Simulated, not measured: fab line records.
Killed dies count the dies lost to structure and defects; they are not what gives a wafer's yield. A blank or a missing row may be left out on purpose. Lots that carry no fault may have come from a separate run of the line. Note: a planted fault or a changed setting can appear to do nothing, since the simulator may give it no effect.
Which of the tools did it? -- flow sky130 -- 12 lots, 36 wafers sampled, at 2 steps of a route of 708

== WHAT THE GAUGES READ, wafer by wafer ==
SKY_METAL4_CD_MEAS_13 targets a cd of 300 nm. Usual: cd-nm at 299.8 nm, with a standard deviation of 1.3.
lot,measured,on,cd-nm (nm),flag
L903,day 43 02:59,cd-sem-01,298.5 299.8 300.2,
L905,day 43 13:44,cd-sem-01,301.1 301.2 299.7,
L907,day 44 11:41,cd-sem-01,301.4 302.9 302.1,
L908,day 44 17:11,cd-sem-02,299.4 299.4 298.3,
L910,day 45 09:56,cd-sem-02,300.4 300.3 300.3,
L911,day 45 10:14,cd-sem-02,298.2 298.3 298.4,
L914,day 46 03:03,cd-sem-01,298.5 298.2 298.4,
L916,day 46 11:44,cd-sem-01,300.6 299.7 300.6,
L915,day 46 12:16,cd-sem-02,300.9 301.0 301.2,
L923,day 47 17:59,cd-sem-01,300.1 298.2 299.5,
L924,day 48 03:29,cd-sem-02,299.8 297.4 298.1,
L925,day 48 12:45,cd-sem-01,300.6 300.0 298.9,

SKY_METAL4_OVL_MEAS_14. Usual: for METAL4_OVL the level is -1 nm and the standard deviation is 5.1.
lot,measured,on,METAL4_OVL (nm),flag
L903,day 43 03:07,overlay-01,6 5 -2,
L905,day 43 13:49,overlay-01,-8 -3 -5,
L907,day 44 11:49,overlay-01,2 -4 -8,
L908,day 44 17:19,overlay-02,0 -1 -4,
L910,day 45 10:04,overlay-01,-6 -4 0,
L911,day 45 10:22,overlay-01,-14 -20 -11,
L914,day 46 03:08,overlay-01,0 -7 6,
L916,day 46 11:52,overlay-01,-5 -11 -1,
L915,day 46 12:22,overlay-02,2 -1 -5,
L923,day 47 18:04,overlay-02,0 -6 -3,
L924,day 48 03:37,overlay-01,-2 -1 -4,
L925,day 48 12:50,overlay-01,5 -7 6,

== WHICH TOOL RAN EACH LOT (tool, then ch and the chambers of the sampled wafers, then the start) ==
No process step before these readings appears in the record.

== WHAT THE TOOLS THEMSELVES READ (means of the sampled wafers that have a number; where no wafer has one, the mark that the record gives instead) ==
The record holds no such reading with a usual standard deviation.

== THE ANSWER, worked out from the rows above alone ==
Rule: a lot is off if the mean of its wafers that have a number lies more than 3 standard deviations from the usual mean. A lot without any number at a reading at which 4 lots or more have one is off too. Any other lot the step has rows for is counted as sound. After the gauges, taken in route order, come the tools' own readings; for these a lot's mean is taken, as printed above. The first step at which some lot is off is used, and at that step the reading that is off furthest; a lot without a number counts as furthest.
No lot is off on any of the readings shown, so nothing can be concluded from this.

== WHAT THE SIMULATOR PUT IN ==
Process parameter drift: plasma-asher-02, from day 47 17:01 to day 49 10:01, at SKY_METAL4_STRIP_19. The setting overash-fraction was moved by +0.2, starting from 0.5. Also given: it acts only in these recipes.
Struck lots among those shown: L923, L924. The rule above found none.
